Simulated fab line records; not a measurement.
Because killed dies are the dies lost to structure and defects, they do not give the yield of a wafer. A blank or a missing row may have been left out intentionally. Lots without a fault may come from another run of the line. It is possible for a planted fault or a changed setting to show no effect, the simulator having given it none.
A lot that was struck, set against a sound lot || flow sky130 || 21 steps out of a route of 708
Sound: the wafers L393.4, L393.5, L393.6. Struck: wafers L407.2, L407.5, L407.6. The cause comes at the end.
At each step with rows: each side's tool, then ch and its chambers, then its first start. Under that, the readings that differ: sound wafers || struck wafers || difference of the means || sigmas: that difference in standard deviations of wafers without a fault.
alike: a reading whose means differ by less than 2 such deviations, as well as words and numbers matching on both sides. not compared: withheld readings; readings where some wafer has no value; bounds like >300 that might hide an equal value; numbers whose values overlap and for which the record gives no deviation.
Wherever a step has rows on one side only, a row that says differs or no value, or a row with sigmas, the two part there. Numbers that don't overlap but have no deviation are shown without sigmas and don't part them. Lack of a reading on every wafer of one side parts them only where that side has two or more wafers.

SKY_METAL4_METAL_ETCH_18: etches the open film in Cl2/BCl3, stops on SiO2, target depth 845 nm, time 183.1 s.
  sound on rie-metal-03 ch 0,1, day 43 01:55; struck on rie-metal-01 ch 0,1, day 46 22:25
  alike: drypump-motor-current-A, oes-product-au, throttle-valve-pct
  not compared: rf-hours-counter-h
SKY_METAL4_STRIP_19: strips in O2/N2.
  sound on plasma-asher-02 ch 0,1, day 43 02:04; struck on plasma-asher-03 ch 0,1, day 46 22:35
  alike: drypump-motor-current-A, o2-flow-sccm, oes-product-au, strip-time-to-endpoint-s
  not compared: rf-hours-counter-h
then, 4 steps without rows for these wafers: SKY_METAL4_STRIP_20 (strips in post etch residue remover, time 1200 s); SKY_METAL4_CLEAN_21 (cleans in IPA, time 180 s); SKY_METAL4_CLEAN_22 (cleans in O3/DIW); SKY_VIA4_HDPCVD_00 (deposits SiO2, target thk 1750 nm, time 291.7 s).
SKY_VIA4_THK_MEAS_01:
  sound on film-metro-01, day 43 02:50; struck on film-metro-04, day 46 23:25
  alike: VIA4_HDPCVD_THK
SKY_VIA4_CMP_02: polishes SiO2.
  sound on cmp-01 ch 0,1, day 43 02:55; struck on cmp-01 ch 0,1,2, day 46 23:37
  alike: motor-current-A
SKY_VIA4_BOW_MEAS_03:
  sound on film-metro-03, day 43 03:14; struck on film-metro-04, day 46 23:47
  alike: VIA4_BOW
then, 3 steps without rows for these wafers: SKY_VIA4_DEHYDRATE_04 (time 60 s); SKY_VIA4_HMDS_05 (prime time 60 s); SKY_VIA4_COAT_06 (resist thk 1140 nm).
SKY_VIA4_SOFTBAKE_07: time 60 s.
  sound on litho-track-03 ch 0, day 43 14:26; struck on litho-track-01 ch 0, day 47 09:44
{"reading": "resist-line-temp-C (C)", "sound": "22.92 22.88 23.07", "struck": "23.28 23.23 23.27", "difference": "+0.30", "sigmas": "+3"}
{"reading": "run-length-s (s)", "sound": "89.18 88.99 89.00", "struck": "118.43 118.37 118.56", "difference": "+29.40", "sigmas": "+99 or more"}
{"reading": "model.NOVOLAK_of_VIA4_COAT_06.thk-nm (nm)", "sound": "1148 1144 1142", "struck": "1128 1128 1130", "difference": -16, "sigmas": ""}
then, 3 steps without rows for these wafers: SKY_VIA4_EXPOSE_08 (exposes mask VIM4, target cd 800 nm); SKY_VIA4_PEB_09; SKY_VIA4_DEVELOP_10 (develop time 60 s).
SKY_VIA4_OVL_MEAS_11:
  sound on overlay-01, day 44 01:59; struck on overlay-02, day 47 19:25
  alike: VIA4_OVL
SKY_VIA4_ETCH_12: etches SiO2 in C4F8/O2/Ar, stops on TiN, target depth 580 nm.
  sound on rie-diel-04 ch 0,1,3, day 44 02:02; struck on rie-diel-03 ch 0,1,2, day 47 19:26
{"reading": "model.NOVOLAK_of_VIA4_COAT_06.thk-nm (nm)", "sound": "1014 1010 1004", "struck": "996.2 994.5 998.1", "difference": -13.1, "sigmas": ""}
  alike: oes-product-au
SKY_VIA4_STRIP_13: strips in O2/N2.
  sound on plasma-asher-03 ch 0,1, day 44 02:07; struck on plasma-asher-01 ch 0,1, day 47 19:31
{"reading": "strip-time-to-endpoint-s (s)", "sound": "12.84 12.80 12.78", "struck": "12.70 12.68 12.72", "difference": -0.11, "sigmas": -3}
  alike: drypump-motor-current-A, o2-flow-sccm, oes-product-au
  not compared: rf-hours-counter-h
then, 1 step without rows for these wafers: SKY_VIA4_STRIP_14 (strips in post etch residue remover, time 1200 s).
-- the record jumps here: 2 days lie between the struck wafers' starts before and after (it left off in module VIA4 and takes up again in module PAD_OPEN, whose first step shown is number 708 of the route) --
SKY_PAD_OPEN_PROBE_99:
  sound on prober-02, day 46 20:41; struck on prober-02, day 50 05:55
  alike: defect-limited-yield, killed_at_M0_to_M3, killed_at_M4_up, killed-at-contacts, killed-at-front-end, killed-at-other, killed-dies, killed-open, killed-short, sort_bin_3_pad_short, sort_bin_5_function, sort_bin_6_memory, sort-n-pass, sort-yield-pct

## WHERE THEY PART
First at SKY_VIA4_SOFTBAKE_07; last, within this record, at SKY_VIA4_STRIP_13. Later steps at which nothing parts them and some readings are alike: SKY_PAD_OPEN_PROBE_99.

WHY: what the simulator had put in
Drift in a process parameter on litho-track-01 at SKY_VIA4_SOFTBAKE_07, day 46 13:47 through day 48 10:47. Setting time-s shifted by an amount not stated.
